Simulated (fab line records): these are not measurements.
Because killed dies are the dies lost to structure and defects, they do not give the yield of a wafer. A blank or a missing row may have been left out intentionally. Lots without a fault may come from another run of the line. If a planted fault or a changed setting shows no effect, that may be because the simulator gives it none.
Shared-tool check	flow gf180mcu	15 lots and 45 wafers in the sample

== WHAT PROMPTED THE OPENING ==
Of 15 lots, 3 have the reading VT_IMPLANT_TW flagged at GF_VT_IMPLANT_TW_MEAS_10. Fault-free wafers read 565, with a standard deviation of 4.
Rule: a lot is flagged when every wafer of it that has a number lies more than 4 standard deviations from that mean, or none has a number. As for the other lots, they are considered sound.

lot	measured	on	VT_IMPLANT_TW, wafer by wafer	flag
L638	day 5 09:16	film_metro-03	569 569 565	
L639	day 5 21:00	film_metro-04	556 558 561	
L641	day 6 07:11	film_metro-04	566 565 564	
L646	day 7 15:11	film_metro-03	572 571 565	
L647	day 7 21:53	film_metro-01	30 30 30	FLAGGED
L648	day 8 05:11	film_metro-03	30 30 30	FLAGGED
L649	day 8 09:18	film_metro-04	30 30 30	FLAGGED
L650	day 8 16:28	film_metro-04	561 562 564	
L651	day 8 23:17	film_metro-03	578 575 572	
L655	day 9 20:14	film_metro-04	563 564 561	
L657	day 10 15:37	film_metro-03	566 564 565	
L658	day 10 15:53	film_metro-04	564 561 566	
L659	day 10 22:37	film_metro-03	564 562 564	
L660	day 11 07:18	film_metro-04	562 563 558	
L661	day 11 13:05	film_metro-03	567 567 569	
On average the flagged lots read 30, which is -535 against the usual, or -99 or more standard deviations.

== EACH LOT AND THE TOOL IT RAN ON ==
Before the reading, the record contains 2 process steps out of a 602-step route. Cell contents, in order: the tool; ch with the chambers the sampled wafers went through; the start.
lot	flag	GF_MVPSD_STRIP_10	GF_VT_IMPLANT_STRIP_09
L638		plasma_asher-01 ch 0,1, day 4 18:45	plasma_asher-02 ch 0,1, day 5 09:10
L639		plasma_asher-01 ch 0,1, day 5 06:28	plasma_asher-04 ch 0,1, day 5 20:54
L641		plasma_asher-01 ch 0,1, day 5 15:34	plasma_asher-03 ch 0,1, day 6 07:05
L646		plasma_asher-03 ch 0,1, day 6 23:50	plasma_asher-04 ch 0,1, day 7 15:02
L647	FLAGGED	plasma_asher-01 ch 0,1, day 7 06:32	plasma_asher-02 ch 0,1, day 7 21:47
L648	FLAGGED	plasma_asher-02 ch 1, day 7 14:02	plasma_asher-02 ch 0,1, day 8 05:05
L649	FLAGGED	plasma_asher-01 ch 0,1, day 7 17:31	plasma_asher-02 ch 0,1, day 8 09:13
L650		plasma_asher-01 ch 0,1, day 7 23:34	plasma_asher-03 ch 0,1, day 8 16:22
L651		plasma_asher-01 ch 0,1, day 8 06:29	plasma_asher-02 ch 0,1, day 8 23:11
L655		plasma_asher-03 ch 0,1, day 9 03:34	plasma_asher-02 ch 0,1, day 9 20:08
L657		plasma_asher-02 ch 0,1, day 9 21:25	plasma_asher-04 ch 0,1, day 10 15:32
L658		plasma_asher-01 ch 0,1, day 9 21:23	plasma_asher-02 ch 0,1, day 10 15:47
L659		plasma_asher-02 ch 0,1, day 10 04:02	plasma_asher-03 ch 0,1, day 10 22:31
L660		plasma_asher-03 ch 0,1, day 10 13:01	plasma_asher-04 ch 0,1, day 11 07:11
L661		plasma_asher-01 ch 0,1, day 10 18:08	plasma_asher-04 ch 0,1, day 11 12:59
These steps, and what they do:
- GF_MVPSD_STRIP_10: strips in O2/N2.
- GF_VT_IMPLANT_STRIP_09: strips in O2/N2.
- GF_VT_IMPLANT_TW_MEAS_10

== FLAGGED AGAINST TOTAL, ONE TOOL AT A TIME (gauges that did the reading follow at the end) ==
step	tool	lots run	flagged	share of the flagged lots	sound lots run after its first flagged lot
GF_MVPSD_STRIP_10	plasma_asher-01	9	2	some	4 (L650,L651,L658,L661)
GF_MVPSD_STRIP_10	plasma_asher-02	3	1	some	2 (L657,L659)
GF_MVPSD_STRIP_10	plasma_asher-03	3	0	none	-
GF_VT_IMPLANT_STRIP_09	plasma_asher-02	7	3	all	3 (L651,L655,L658)
GF_VT_IMPLANT_STRIP_09	plasma_asher-03	3	0	none	-
GF_VT_IMPLANT_STRIP_09	plasma_asher-04	5	0	none	-
GF_VT_IMPLANT_TW_MEAS_10	film_metro-01	1	1	some	0
GF_VT_IMPLANT_TW_MEAS_10	film_metro-03	7	1	some	4 (L651,L657,L659,L661)
GF_VT_IMPLANT_TW_MEAS_10	film_metro-04	7	1	some	4 (L650,L655,L658,L660)

== WHAT THE TABLE ALLOWS ==
All flagged lots share 1 row of the table, namely plasma_asher-02 at GF_VT_IMPLANT_STRIP_09.
- plasma_asher-02 at GF_VT_IMPLANT_STRIP_09 ran 7 lots, 3 of them flagged. Sound lots followed the first flagged one (L651, L655, L658) on it, something a lasting fault affecting the whole tool could not allow. Its own readings lie more than 4 standard deviations out on every wafer of the flagged lots: strip_time_to_endpoint_s.
Not one row of the table ran every flagged lot while running no sound lot after the first.

== WHAT THE SIMULATOR PUT IN ==
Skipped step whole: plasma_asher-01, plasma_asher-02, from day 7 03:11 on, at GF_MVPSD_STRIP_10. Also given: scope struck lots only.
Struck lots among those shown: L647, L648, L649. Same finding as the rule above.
